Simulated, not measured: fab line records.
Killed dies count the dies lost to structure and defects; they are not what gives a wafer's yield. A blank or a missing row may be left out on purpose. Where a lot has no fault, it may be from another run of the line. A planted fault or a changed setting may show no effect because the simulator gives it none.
The tool behind it: which one? / flow gf180mcu / 12 lots, 36 wafers sampled, at 3 steps of a route of 602

== WHAT THE GAUGES SHOWED, per wafer ==
GF_M5_CD_MEAS_07: the cd target is 280 nm. Usual: 279.8 nm for cd_nm, sd 1.3.
lot=L437; measured=day 26 06:14; on=cd_sem-01; cd_nm (nm)=279.4 281.6 280.2; flag=
lot=L439; measured=day 26 22:49; on=cd_sem-02; cd_nm (nm)=279.2 280.6 278.8; flag=
lot=L442; measured=day 27 12:28; on=cd_sem-01; cd_nm (nm)=279.8 278.9 279.3; flag=
lot=L444; measured=day 28 06:13; on=cd_sem-02; cd_nm (nm)=278.8 279.3 279.0; flag=
lot=L452; measured=day 30 18:14; on=cd_sem-01; cd_nm (nm)=276.9 277.5 278.2; flag=
lot=L453; measured=day 31 04:37; on=cd_sem-01; cd_nm (nm)=280.6 282.6 283.0; flag=
lot=L454; measured=day 31 06:16; on=cd_sem-01; cd_nm (nm)=279.5 280.9 279.5; flag=
lot=L455; measured=day 31 11:40; on=cd_sem-01; cd_nm (nm)=278.9 279.4 279.9; flag=
lot=L456; measured=day 31 17:46; on=cd_sem-01; cd_nm (nm)=281.6 280.5 280.7; flag=
lot=L458; measured=day 32 20:23; on=cd_sem-02; cd_nm (nm)=281.6 281.6 281.9; flag=
lot=L459; measured=day 32 22:04; on=cd_sem-01; cd_nm (nm)=278.5 280.2 280.3; flag=
lot=L460; measured=day 33 07:32; on=cd_sem-01; cd_nm (nm)=280.7 280.3 280.3; flag=

== TOOL THAT RAN EACH LOT (tool first, then ch and the chambers of the sampled wafers, then the start) ==
lot=L437; GF_V4_ETCH_17=rie_diel-03 ch 0,1,3, day 24 08:00; GF_MIM_METAL_ETCH_19=rie_metal-03 ch 0,1, day 25 07:58
lot=L439; GF_V4_ETCH_17=rie_diel-02 ch 0,1,3, day 25 01:00; GF_MIM_METAL_ETCH_19=rie_metal-01 ch 0,1, day 26 00:40
lot=L442; GF_V4_ETCH_17=rie_diel-02 ch 0,1,2, day 25 16:00; GF_MIM_METAL_ETCH_19=rie_metal-03 ch 0,1, day 26 15:37
lot=L444; GF_V4_ETCH_17=rie_diel-02 ch 0,1,2, day 26 12:00; GF_MIM_METAL_ETCH_19=rie_metal-01 ch 0,1, day 27 10:12
lot=L452; GF_V4_ETCH_17=rie_diel-02 ch 2,3, day 29 02:00; GF_MIM_METAL_ETCH_19=rie_metal-02 ch 0, day 29 23:31
lot=L453; GF_V4_ETCH_17=rie_diel-02 ch 0,2,3, day 29 14:00; GF_MIM_METAL_ETCH_19=rie_metal-02 ch 1, day 30 10:31
lot=L454; GF_V4_ETCH_17=rie_diel-03 ch 0,1,2, day 29 16:00; GF_MIM_METAL_ETCH_19=rie_metal-03 ch 0,1, day 30 12:07
lot=L455; GF_V4_ETCH_17=rie_diel-02 ch 0,1,3, day 29 22:00; GF_MIM_METAL_ETCH_19=rie_metal-02 ch 0,1, day 30 18:01
lot=L456; GF_V4_ETCH_17=rie_diel-03 ch 0,1,3, day 30 05:00; GF_MIM_METAL_ETCH_19=rie_metal-02 ch 0,1, day 30 23:46
lot=L458; GF_V4_ETCH_17=rie_diel-04 ch 0,2,3, day 31 09:00; GF_MIM_METAL_ETCH_19=rie_metal-03 ch 0,1, day 32 04:25
lot=L459; GF_V4_ETCH_17=rie_diel-03 ch 0,1,3, day 31 10:00; GF_MIM_METAL_ETCH_19=rie_metal-01 ch 0,1, day 32 05:16
lot=L460; GF_V4_ETCH_17=rie_diel-04 ch 0,1,2, day 31 20:00; GF_MIM_METAL_ETCH_19=rie_metal-03 ch 0,1, day 32 14:46
- GF_V4_ETCH_17: etches SiO2 in C4F8/O2/Ar, stops on TiN, target depth 630 nm.
- GF_MIM_METAL_ETCH_19: etches the open film in Cl2/BCl3, stops on Si3N4, target depth 324.5 nm, time 54.1 s.

== AS READ BY THE TOOLS THEMSELVES (means over the sampled wafers that have a number; for cases with no such wafer, the mark the record gives instead) ==
GF_V4_ETCH_17. Usual: bias_w 1200 W, standard deviation 3.6; chamber_pressure_mTorr 40.00 mTorr, standard deviation 0.033; oes_product_au 0.856 a.u., standard deviation 0.0045.
lot=L437; tool=rie_diel-03; bias_w (W)=1198; chamber_pressure_mTorr (mTorr)=40.03; oes_product_au (a.u.)=0.855; flag=
lot=L439; tool=rie_diel-02; bias_w (W)=1200; chamber_pressure_mTorr (mTorr)=39.96; oes_product_au (a.u.)=0.858; flag=
lot=L442; tool=rie_diel-02; bias_w (W)=1199; chamber_pressure_mTorr (mTorr)=40.00; oes_product_au (a.u.)=0.852; flag=
lot=L444; tool=rie_diel-02; bias_w (W)=1203; chamber_pressure_mTorr (mTorr)=40.02; oes_product_au (a.u.)=0.858; flag=
lot=L452; tool=rie_diel-02; bias_w (W)=1276; chamber_pressure_mTorr (mTorr)=40.01; oes_product_au (a.u.)=0.853; flag=OFF
lot=L453; tool=rie_diel-02; bias_w (W)=1277; chamber_pressure_mTorr (mTorr)=40.00; oes_product_au (a.u.)=0.858; flag=OFF
lot=L454; tool=rie_diel-03; bias_w (W)=1201; chamber_pressure_mTorr (mTorr)=40.00; oes_product_au (a.u.)=0.858; flag=
lot=L455; tool=rie_diel-02; bias_w (W)=1279; chamber_pressure_mTorr (mTorr)=40.00; oes_product_au (a.u.)=0.852; flag=OFF
lot=L456; tool=rie_diel-03; bias_w (W)=1199; chamber_pressure_mTorr (mTorr)=39.98; oes_product_au (a.u.)=0.851; flag=
lot=L458; tool=rie_diel-04; bias_w (W)=1195; chamber_pressure_mTorr (mTorr)=40.00; oes_product_au (a.u.)=0.857; flag=
lot=L459; tool=rie_diel-03; bias_w (W)=1200; chamber_pressure_mTorr (mTorr)=40.02; oes_product_au (a.u.)=0.857; flag=
lot=L460; tool=rie_diel-04; bias_w (W)=1198; chamber_pressure_mTorr (mTorr)=39.98; oes_product_au (a.u.)=0.858; flag=

GF_MIM_METAL_ETCH_19. Usual: bias_w 140.1 W, standard deviation 0.52; chamber_pressure_mTorr 7.999 mTorr, standard deviation 0.0074; drypump_motor_current_A 6.00 A, standard deviation 0.29; oes_product_au 0.940 a.u., standard deviation 0.0063; throttle_valve_pct 28.285 %, standard deviation 0.011.
lot=L437; tool=rie_metal-03; bias_w (W)=140.0; chamber_pressure_mTorr (mTorr)=7.998; drypump_motor_current_A (A)=5.99; oes_product_au (a.u.)=0.942; throttle_valve_pct (%)=28.279; flag=
lot=L439; tool=rie_metal-01; bias_w (W)=140.1; chamber_pressure_mTorr (mTorr)=8.004; drypump_motor_current_A (A)=5.87; oes_product_au (a.u.)=0.935; throttle_valve_pct (%)=28.290; flag=
lot=L442; tool=rie_metal-03; bias_w (W)=140.2; chamber_pressure_mTorr (mTorr)=7.996; drypump_motor_current_A (A)=6.05; oes_product_au (a.u.)=0.938; throttle_valve_pct (%)=28.290; flag=
lot=L444; tool=rie_metal-01; bias_w (W)=140.6; chamber_pressure_mTorr (mTorr)=8.001; drypump_motor_current_A (A)=5.86; oes_product_au (a.u.)=0.936; throttle_valve_pct (%)=28.282; flag=
lot=L452; tool=rie_metal-02; bias_w (W)=140.6; chamber_pressure_mTorr (mTorr)=8.002; drypump_motor_current_A (A)=6.25; oes_product_au (a.u.)=0.938; throttle_valve_pct (%)=28.284; flag=
lot=L453; tool=rie_metal-02; bias_w (W)=140.1; chamber_pressure_mTorr (mTorr)=8.001; drypump_motor_current_A (A)=5.59; oes_product_au (a.u.)=0.941; throttle_valve_pct (%)=28.278; flag=
lot=L454; tool=rie_metal-03; bias_w (W)=140.6; chamber_pressure_mTorr (mTorr)=8.000; drypump_motor_current_A (A)=6.05; oes_product_au (a.u.)=0.939; throttle_valve_pct (%)=28.286; flag=
lot=L455; tool=rie_metal-02; bias_w (W)=140.5; chamber_pressure_mTorr (mTorr)=8.001; drypump_motor_current_A (A)=6.01; oes_product_au (a.u.)=0.949; throttle_valve_pct (%)=28.276; flag=
lot=L456; tool=rie_metal-02; bias_w (W)=139.8; chamber_pressure_mTorr (mTorr)=8.006; drypump_motor_current_A (A)=5.81; oes_product_au (a.u.)=0.940; throttle_valve_pct (%)=28.288; flag=
lot=L458; tool=rie_metal-03; bias_w (W)=140.0; chamber_pressure_mTorr (mTorr)=8.003; drypump_motor_current_A (A)=5.98; oes_product_au (a.u.)=0.942; throttle_valve_pct (%)=28.280; flag=
lot=L459; tool=rie_metal-01; bias_w (W)=139.8; chamber_pressure_mTorr (mTorr)=8.000; drypump_motor_current_A (A)=5.86; oes_product_au (a.u.)=0.935; throttle_valve_pct (%)=28.300; flag=
lot=L460; tool=rie_metal-03; bias_w (W)=140.1; chamber_pressure_mTorr (mTorr)=7.994; drypump_motor_current_A (A)=6.09; oes_product_au (a.u.)=0.938; throttle_valve_pct (%)=28.286; flag=

== THE ANSWER, worked out from the rows above alone ==
Rule: a lot is off if the mean of its wafers that have a number lies more than 3 standard deviations from the usual mean. Also off: a lot with no number at a reading for which 4 or more lots have one. Where the step has rows for the other lots, those lots are counted as sound. After the gauges, taken in route order, come the tools' own readings; for these a lot's mean is taken, as printed above. At the first step where some lot is off, the reading lying furthest off is the one used; lots without a number count as furthest.
Off: L452, L453, L455, at GF_V4_ETCH_17 (bias_w).
A tool fits if, at that step or a process step before it, it ran every lot that is off, and no sound lot after the first of them. One candidate fits, namely rie_diel-02 at GF_V4_ETCH_17. A fault onset in the window from L444 (day 26 12:00, its last sound lot) to L452 (day 29 02:00, its first lot off) fits.
On the lots that are off, the tool's own readings at GF_V4_ETCH_17 differ by more than 5 times the standard deviation of the sound lots' means, which bears it out; bias_w reads 1277 W there versus 1199 W on the sound lots.

== WHAT THE SIMULATOR PUT IN ==
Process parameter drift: rie_diel-02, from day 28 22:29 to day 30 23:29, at GF_V4_ETCH_17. Setting bias_w shifted by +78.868 from 1200. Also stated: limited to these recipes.
Struck lots among those shown: L452, L453, L455. The rule given above showed the same thing.
